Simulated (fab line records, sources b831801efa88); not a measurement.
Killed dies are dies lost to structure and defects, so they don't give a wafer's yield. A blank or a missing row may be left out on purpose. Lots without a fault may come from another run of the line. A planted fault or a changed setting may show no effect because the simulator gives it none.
A struck lot beside a sound one | flow sky130 | 44 steps out of a route of 708
Sound: wafers L891.3, L891.5, L891.6. Struck: wafer L902.6. (L902.4, L902.5 of the same lot were not struck and are left out.) The cause comes at the end.
At each step with rows: each side's tool, then ch and its chambers, then its first start. Under that, the readings that differ: sound wafers | struck wafers | difference of the means | sigmas: that difference in standard deviations of wafers without a fault.
alike: readings whose means differ by less than 2 such deviations, and words and numbers that are the same on both sides. not compared: withheld readings, readings that some wafer has no value for, bounds like >300 that may hide the same value, and numbers for which the record gives no deviation and whose values overlap.
The two part at a step that has a row with sigmas, a row that says differs or no value, or rows on one side only. Numbers that don't overlap but have no deviation are shown without sigmas and don't part them. A reading that every wafer of one side lacks parts them only if that side has two wafers or more.

first, 1 step without rows for these wafers: SKY_VIA3_ETCH_15 (etches SiO2 in C4F8/O2/Ar, stops on TiN, target depth 507 nm, time 78 s).
SKY_VIA3_STRIP_16: strips in O2/N2.
  sound on plasma_asher-02 ch 0,1, day 40 11:11; struck on plasma_asher-04 ch 1, day 43 13:52
  reading                      | sound          | struck | difference | sigmas
  strip_time_to_endpoint_s (s) | 4.15 4.17 4.15 | 4.09   | -0.07      | -2
  alike: drypump_motor_current_A, oes_product_au
  not compared: rf_hours_counter_h
then, 5 steps without rows for these wafers: SKY_VIA3_STRIP_17 (strips in post etch residue remover, time 1200 s); SKY_VIA3_CLEAN_18 (cleans in IPA, time 180 s); SKY_VIA3_CLEAN_19 (cleans in O3/DIW); SKY_VIA3_SPUTTER_20 (material TiN, target thk 20 nm, time 80 s); SKY_VIA3_CVD_21 (deposits W, target thk 390 nm, time 117.31 s).
SKY_VIA3_RS_MEAS_22: measures by four-point-probe.
  sound on film_metro-02, day 40 11:58; struck on film_metro-02, day 43 14:40
  alike: VIA3_W_RS
SKY_VIA3_THK_MEAS_23: measures by xrf.
  sound on film_metro-02, day 40 12:04; struck on film_metro-02, day 43 14:46
  alike: VIA3_W_THK
SKY_VIA3_CMP_24: polishes, stops on SiO2, t overpolish 20 s, target thk 0 nm.
  sound on cmp-01 ch 0,1,2, day 40 12:12; struck on cmp-02 ch 3, day 43 14:53
  reading                    | sound             | struck | difference | sigmas
  slurry_filter_dp_kPa (kPa) | 13.65 13.70 13.37 | 13.86  | +0.29      | +2
  alike: motor_current_A, overpolish_run_s, time_to_endpoint_s
SKY_METAL4_SPUTTER_00: material Ti, target thk 15 nm, time 10 s.
  sound on pvd_sputter-01, day 40 12:24; struck on pvd_sputter-02, day 43 15:06
  alike: throttle_valve_pct
then, 1 step without rows for these wafers: SKY_METAL4_SPUTTER_01 (material TiN, target thk 20 nm, time 16.7 s).
SKY_METAL4_SPUTTER_02: material AlCu, target thk 735 nm, time 39.1 s.
  sound on pvd_sputter-01, day 40 12:27; struck on pvd_sputter-02, day 43 15:10
  reading                                     | sound             | struck | difference | sigmas
  model.AlCu_of_METAL4_SPUTTER_02.thk_nm (nm) | 731.2 735.8 727.4 | 1035   | +304       |
  alike: throttle_valve_pct
then, 1 step without rows for these wafers: SKY_METAL4_SPUTTER_03 (material Ti, target thk 5 nm, time 3.3 s).
SKY_METAL4_SPUTTER_04: material TiN, target thk 70 nm, time 58.3 s.
  sound on pvd_sputter-01, day 40 12:31; struck on pvd_sputter-02, day 43 15:13
  alike: throttle_valve_pct
then, 1 step without rows for these wafers: SKY_CAP2M_CVD_00 (deposits SiO2, target thk 15.5 nm).
SKY_CAP2M_THK_MEAS_01:
  sound on film_metro-01, day 40 12:37; struck on film_metro-01, day 43 15:18
  alike: CAP2M_CVD_00_THK
then, 1 step without rows for these wafers: SKY_CAP2M_SPUTTER_02 (material TiN, target thk 200 nm, time 166.7 s).
SKY_CAP2M_RS_MEAS_03: measures by four-point-probe.
  sound on film_metro-02, day 40 12:48; struck on film_metro-03, day 43 15:30
  alike: CAP2M_TIN_RS
SKY_CAP2M_THK_MEAS_04: measures by xrf.
  sound on film_metro-02, day 40 12:54; struck on film_metro-03, day 43 15:35
  alike: CAP2M_TIN_THK
then, 7 steps without rows for these wafers: SKY_CAP2M_DEHYDRATE_05 (time 60 s); SKY_CAP2M_HMDS_06 (prime time 60 s); SKY_CAP2M_COAT_07 (resist thk 1140 nm); SKY_CAP2M_SOFTBAKE_08 (time 60 s); SKY_CAP2M_EXPOSE_09 (exposes mask CAP2M, target cd 1000 nm); SKY_CAP2M_PEB_10; SKY_CAP2M_DEVELOP_11 (develop time 60 s).
SKY_CAP2M_OVL_MEAS_12:
  sound on overlay-02, day 41 11:55; struck on overlay-02, day 44 13:53
  alike: CAP2M_OVL
SKY_CAP2M_METAL_ETCH_13: etches TiN in Cl2/BCl3, stops on SiO2, target depth 220 nm, time 62.9 s.
  sound on rie_metal-02 ch 0,1, day 41 11:58; struck on rie_metal-03 ch 0, day 44 13:55
  alike: drypump_motor_current_A, oes_product_au, rf_fwd_power_W, throttle_valve_pct
  not compared: rf_hours_counter_h
then, 12 steps without rows for these wafers: SKY_CAP2M_STRIP_14 (strips in O2/N2); SKY_CAP2M_STRIP_15 (strips in post etch residue remover, time 1200 s); SKY_CAP2M_CLEAN_16 (cleans in IPA, time 180 s); SKY_CAP2M_CLEAN_17 (cleans in O3/DIW); SKY_METAL4_DEHYDRATE_05 (time 60 s); SKY_METAL4_HMDS_06 (prime time 60 s); SKY_METAL4_COAT_07 (resist thk 60 nm); SKY_METAL4_COAT_08 (resist thk 1140 nm); SKY_METAL4_SOFTBAKE_09 (time 90 s); SKY_METAL4_EXPOSE_10 (exposes mask MM4, target cd 300 nm); SKY_METAL4_PEB_11; SKY_METAL4_DEVELOP_12 (develop time 60 s).
SKY_METAL4_CD_MEAS_13: target cd 300 nm.
  sound on cd_sem-01, day 42 12:23; struck on cd_sem-02, day 45 12:28
  alike: cd_nm
SKY_METAL4_METAL_ETCH_18: etches the open film in Cl2/BCl3, stops on SiO2, target depth 845 nm, time 183.1 s.
  sound on rie_metal-03 ch 0,1, day 42 12:43; struck on rie_metal-04 ch 1, day 45 12:54
  reading               | sound             | struck | difference | sigmas
  oes_product_au (a.u.) | 0.860 0.869 0.862 | 1.005  | +0.141     | +18
  alike: drypump_motor_current_A, rf_fwd_power_W, throttle_valve_pct
  not compared: rf_hours_counter_h
-- the record jumps here: 4 days lie between the struck wafers' starts before and after (it left off in module METAL4 and takes up again in module PAD_OPEN, whose first step shown is number 708 of the route) --
SKY_PAD_OPEN_PROBE_99:
  sound on prober-01, day 46 12:37; struck on prober-01, day 49 04:11
  reading                  | sound          | struck | difference | sigmas
  defect_limited_yield (%) | 77.2 82.9 80.9 | 1.0    | -79.3      | -42
  killed_at_M4_up          | 1 2 3          | 410    | +408       | +99 or more
  killed_dies              | 112 84 94      | 487    | +390       | +42
  killed_on_rim            | 27 17 21       | 95     | +73        | +20
  killed_open              | 64 41 54       | 36     | -17        | -2
  sort_bin_5_function (%)  | 12.6 10.8 11.8 | 91.5   | +79.8      | +53
  sort_n_pass              | 380 408 398    | 5      | -390       | -42
  sort_yield_pct (%)       | 77.2 82.9 80.9 | 1.0    | -79.3      | -42
  alike: killed_at_M0_to_M3, killed_at_contacts, killed_at_front_end, killed_at_other, killed_short, sort_bin_3_pad_short, sort_bin_6_memory

WHERE THEY PART
First at SKY_VIA3_STRIP_16; last, within this record, at SKY_PAD_OPEN_PROBE_99.

WHY: what the simulator had put in
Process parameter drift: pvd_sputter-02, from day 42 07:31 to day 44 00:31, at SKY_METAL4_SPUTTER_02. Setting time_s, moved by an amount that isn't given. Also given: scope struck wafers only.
